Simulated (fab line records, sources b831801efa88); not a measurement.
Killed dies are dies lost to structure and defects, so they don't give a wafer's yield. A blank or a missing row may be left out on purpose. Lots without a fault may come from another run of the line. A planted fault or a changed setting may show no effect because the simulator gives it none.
A struck lot beside a sound one | flow gf180mcu | 48 steps out of a route of 602
Sound: wafers L624.1, L624.2, L624.5. Struck: wafers L619.1, L619.3, L619.6. The cause comes at the end.
At each step with rows: each side's tool, then ch and its chambers, then its first start. Under that, the readings that differ: sound wafers | struck wafers | difference of the means | sigmas: that difference in standard deviations of wafers without a fault.
alike: readings whose means differ by less than 2 such deviations, and words and numbers that are the same on both sides. not compared: withheld readings, readings that some wafer has no value for, bounds like >300 that may hide the same value, and numbers for which the record gives no deviation and whose values overlap.
The two part at a step that has a row with sigmas, a row that says differs or no value, or rows on one side only. Numbers that don't overlap but have no deviation are shown without sigmas and don't part them. A reading that every wafer of one side lacks parts them only if that side has two wafers or more.

first, 1 step without rows for these wafers: GF_STI_OXIDATION_21 (stabilise 600 s, purge 300 s, target thk 15 nm).
GF_STI_THK_MEAS_22:
  sound on film_metro-04, day 5 08:53; struck on film_metro-01, day 4 06:17
  alike: STI_OXIDATION_01_THK
then, 1 step without rows for these wafers: GF_STI_CVD_23 (deposits SiO2, target thk 650 nm, time 108.3 s).
GF_STI_THK_MEAS_24:
  sound on film_metro-02, day 5 09:02; struck on film_metro-04, day 4 06:26
  alike: STI_CVD_23_THK
GF_STI_CMP_25: polishes, stops on Si3N4, t overpolish 33 s, target thk 524.6 nm.
  sound on cmp-01 ch 0,2, day 5 09:05; struck on cmp-02 ch 1,3, day 4 06:29
  alike: motor_current_A, overpolish_run_s, time_to_endpoint_s
then, 4 steps without rows for these wafers: GF_STI_WET_ETCH_26 (etches SiO2 in dHF, target depth 94 nm, time 188 s); GF_STI_WET_ETCH_27 (etches Si3N4 in H3PO4, target depth 160 nm, time 1825 s); GF_STI_WET_ETCH_28 (etches SiO2 in dHF, target depth 20 nm, time 40 s); GF_STI_OXIDATION_29 (stabilise 600 s, purge 300 s, target thk 10 nm).
GF_STI_THK_MEAS_30:
  sound on film_metro-01, day 5 12:44; struck on film_metro-04, day 4 08:53
  alike: STI_OXIDATION_02_THK
then, 2 steps without rows for these wafers: GF_DNWELL_DEHYDRATE_00 (time 60 s); GF_DNWELL_HMDS_01 (prime time 60 s).
GF_DNWELL_COAT_02: resist thk 3000 nm.
  sound on litho_track-03 ch 0, day 5 19:44; struck on litho_track-04, day 4 15:05
  no value came back on the struck wafers for chill_plate_temp_C (C), dispense_pressure_kPa (kPa), exhaust_pa (Pa); on the sound wafers chill_plate_temp_C (C) reads 23.04 22.90 22.90
then, 5 steps without rows for these wafers: GF_DNWELL_SOFTBAKE_03; GF_DNWELL_EXPOSE_04 (exposes mask DNWELL, target cd 1700 nm); GF_DNWELL_PEB_05; GF_DNWELL_DEVELOP_06 (develop time 60 s); GF_DNWELL_IMPLANT_07.
GF_DNWELL_STRIP_08: strips in O2/N2.
  sound on plasma_asher-04 ch 0,1, day 6 03:29; struck on plasma_asher-04 ch 0,1, day 4 22:38
  no value came back on the struck wafers for oes_product_au (a.u.), strip_time_to_endpoint_s (s); on the sound wafers oes_product_au (a.u.) reads 0.724 0.715 0.725
  alike: drypump_motor_current_A, heater_power_w
  not compared: rf_hours_counter_h
GF_DNWELL_TW_MEAS_09:
  sound on film_metro-03, day 6 03:35; struck on film_metro-01, day 4 22:44
  alike: DNWELL_TW
then, 7 steps without rows for these wafers: GF_NWELL_DEHYDRATE_00 (time 60 s); GF_NWELL_HMDS_01 (prime time 60 s); GF_NWELL_COAT_02 (resist thk 3000 nm); GF_NWELL_SOFTBAKE_03; GF_NWELL_EXPOSE_04 (exposes mask Nwell, target cd 860 nm); GF_NWELL_PEB_05; GF_NWELL_DEVELOP_06 (develop time 60 s).
GF_NWELL_OVL_MEAS_07:
  sound on overlay-01, day 6 18:43; struck on overlay-01, day 5 12:31
  alike: NWELL_OVL
then, 2 steps without rows for these wafers: GF_NWELL_IMPLANT_08; GF_NWELL_IMPLANT_09.
GF_NWELL_STRIP_10: strips in O2/N2.
  sound on plasma_asher-03 ch 0,1, day 6 19:03; struck on plasma_asher-01 ch 0,1, day 5 12:51
  alike: drypump_motor_current_A, heater_power_w, oes_product_au, strip_time_to_endpoint_s
  not compared: rf_hours_counter_h
GF_NWELL_TW_MEAS_11:
  sound on film_metro-03, day 6 19:09; struck on film_metro-02, day 5 12:57
  reading  | sound          | struck         | difference | sigmas
  NWELL_TW | 1565 1572 1564 | 1882 1874 1885 | +313       | +18
then, 7 steps without rows for these wafers: GF_LVPWELL_DEHYDRATE_00 (time 60 s); GF_LVPWELL_HMDS_01 (prime time 60 s); GF_LVPWELL_COAT_02 (resist thk 3000 nm); GF_LVPWELL_SOFTBAKE_03; GF_LVPWELL_EXPOSE_04 (exposes mask LVPWELL, target cd 600 nm); GF_LVPWELL_PEB_05; GF_LVPWELL_DEVELOP_06 (develop time 60 s).
GF_LVPWELL_OVL_MEAS_07:
  sound on overlay-01, day 7 10:52; struck on overlay-01, day 6 03:49
  alike: LVPWELL_OVL
then, 2 steps without rows for these wafers: GF_LVPWELL_IMPLANT_08; GF_LVPWELL_IMPLANT_09.
GF_LVPWELL_TW_MEAS_11:
  sound on film_metro-03, day 7 11:19; struck on film_metro-02, day 6 04:15
  reading    | sound       | struck         | difference | sigmas
  LVPWELL_TW | 552 553 555 | 1401 1409 1398 | +849       | +99 or more
GF_MVSD_TW_MEAS_11:
  sound on film_metro-03, day 8 03:22; struck on film_metro-04, day 6 19:58
  reading | sound          | struck         | difference | sigmas
  MVSD_TW | 1565 1558 1562 | 1850 1852 1846 | +288       | +16
GF_MVPSD_TW_MEAS_11:
  sound on film_metro-04, day 8 20:29; struck on film_metro-04, day 7 12:16
  reading  | sound       | struck         | difference | sigmas
  MVPSD_TW | 555 555 553 | 1393 1394 1381 | +835       | +99 or more
GF_VT_IMPLANT_TW_MEAS_10:
  sound on film_metro-01, day 9 13:12; struck on film_metro-01, day 8 04:02
  reading       | sound       | struck         | difference | sigmas
  VT_IMPLANT_TW | 565 562 564 | 1371 1376 1365 | +807       | +99 or more
GF_VT_IMPLANT_TW_MEAS_21:
  sound on film_metro-03, day 10 07:27; struck on film_metro-01, day 8 20:42
  reading         | sound          | struck         | difference | sigmas
  VT_IMPLANT_2_TW | 1204 1213 1213 | 1593 1610 1593 | +389       | +28
GF_VT_IMPLANT_TW_MEAS_32:
  sound on film_metro-02, day 11 01:01; struck on film_metro-03, day 9 13:30
  reading         | sound       | struck         | difference | sigmas
  VT_IMPLANT_3_TW | 280 279 279 | 1353 1358 1346 | +1073      | +99 or more

WHERE THEY PART
First at GF_DNWELL_COAT_02; last, within this record, at GF_VT_IMPLANT_TW_MEAS_32.

WHY: what the simulator had put in
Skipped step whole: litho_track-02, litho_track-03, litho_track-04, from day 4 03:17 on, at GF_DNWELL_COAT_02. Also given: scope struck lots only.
